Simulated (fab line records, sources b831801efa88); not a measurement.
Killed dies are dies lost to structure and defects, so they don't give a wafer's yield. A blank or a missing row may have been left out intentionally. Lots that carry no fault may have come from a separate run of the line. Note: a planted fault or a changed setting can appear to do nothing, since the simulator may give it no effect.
Struck lot and sound lot, side by side -- flow gf180mcu -- 14 out of 602 route steps
Sound: the wafers L104.1, L104.3, L104.4. The struck wafers were L123.2, L123.3, L123.4. The cause comes at the end.
For every step that has rows: the tool of each side, followed by ch and its chambers, followed by its first start. Under that, the readings that differ: sound wafers -- struck wafers -- difference of the means -- sigmas: that difference in standard deviations of wafers without a fault.
alike: same words and numbers on both sides, and readings whose means sit less than 2 such deviations apart. not compared: any withheld reading, any reading some wafer has no value for, any bound like >300 that may hide the same value, and any number with overlapping values for which the record gives no deviation.
A row with sigmas, a row that says differs or no value, or rows on one side alone: a step with any of these is where the two part. Non-overlapping numbers with no deviation appear without sigmas and do not part them. Lack of a reading on every wafer of one side parts them only where that side has two or more wafers.

first, 1 step without rows for these wafers: GF_V1_CMP_26 (polishes, stops on SiO2, t overpolish 15 s, target thk 0 nm).
GF_M2_SPUTTER_00: material Ti, target thk 37.5 nm, time 150 s.
  sound on pvd-sputter-02 at day 19 00:20; struck on pvd-sputter-04 at day 25 03:00
  alike: throttle-valve-pct
GF_M2_SPUTTER_01: material TiN, target thk 30 nm, time 25 s.
  sound on pvd-sputter-02 at day 19 00:26; struck on pvd-sputter-04 at day 25 03:06
  alike: throttle-valve-pct
GF_M2_SPUTTER_02: material AlCu, target thk 450 nm, time 23.9 s.
  sound on pvd-sputter-02 at day 19 00:28; struck on pvd-sputter-04 at day 25 03:08
  alike: throttle-valve-pct
GF_M2_SPUTTER_03: material Ti, target thk 10 nm, time 6.7 s.
  sound on pvd-sputter-02 at day 19 00:29; struck on pvd-sputter-04 at day 25 03:10
  alike: throttle-valve-pct
GF_M2_SPUTTER_04: material TiN, target thk 50 nm, time 41.7 s.
  sound on pvd-sputter-02 at day 19 00:31; struck on pvd-sputter-04 at day 25 03:11
  alike: throttle-valve-pct
GF_M2_RS_MEAS_05: uses a four-point probe to measure.
  sound on film-metro-01 at day 19 00:33; struck on film-metro-01 at day 25 03:18
  alike: M2_ALCU_RS
GF_M2_THK_MEAS_06: measures by xrf.
  sound on film-metro-01 at day 19 00:40; struck on film-metro-01 at day 25 03:25
  alike: M2_ALCU_THK
then, 4 steps without rows for these wafers: GF_M2_DEHYDRATE_07 (time 60 s); GF_M2_HMDS_08 (prime time 60 s); GF_M2_COAT_09 (resist thk 1000 nm); GF_M2_SOFTBAKE_10 (time 60 s).
GF_M2_EXPOSE_11: exposes mask Metal2, target cd 280 nm.
  struck on krf-scanner-01, day 25 13:52; sound on krf-scanner-01 ch 0, day 19 12:34
  no value came back on the struck wafers for exposure-dose-mJ-cm2, focus-offset-nm (nm); on the sound wafers exposure-dose-mJ-cm2 reads 28.015 28.032 28.005
  alike: mask
then, 1 step without rows for these wafers: GF_M2_PEB_12 (peb time 90 s).

== WHERE THEY PART ==
Only at GF_M2_EXPOSE_11, as far as this record shows.

WHY: whatever the simulator had introduced
Step skipped in full: krf-scanner-01, at GF_M2_EXPOSE_11, from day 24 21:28 onward. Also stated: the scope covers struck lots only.
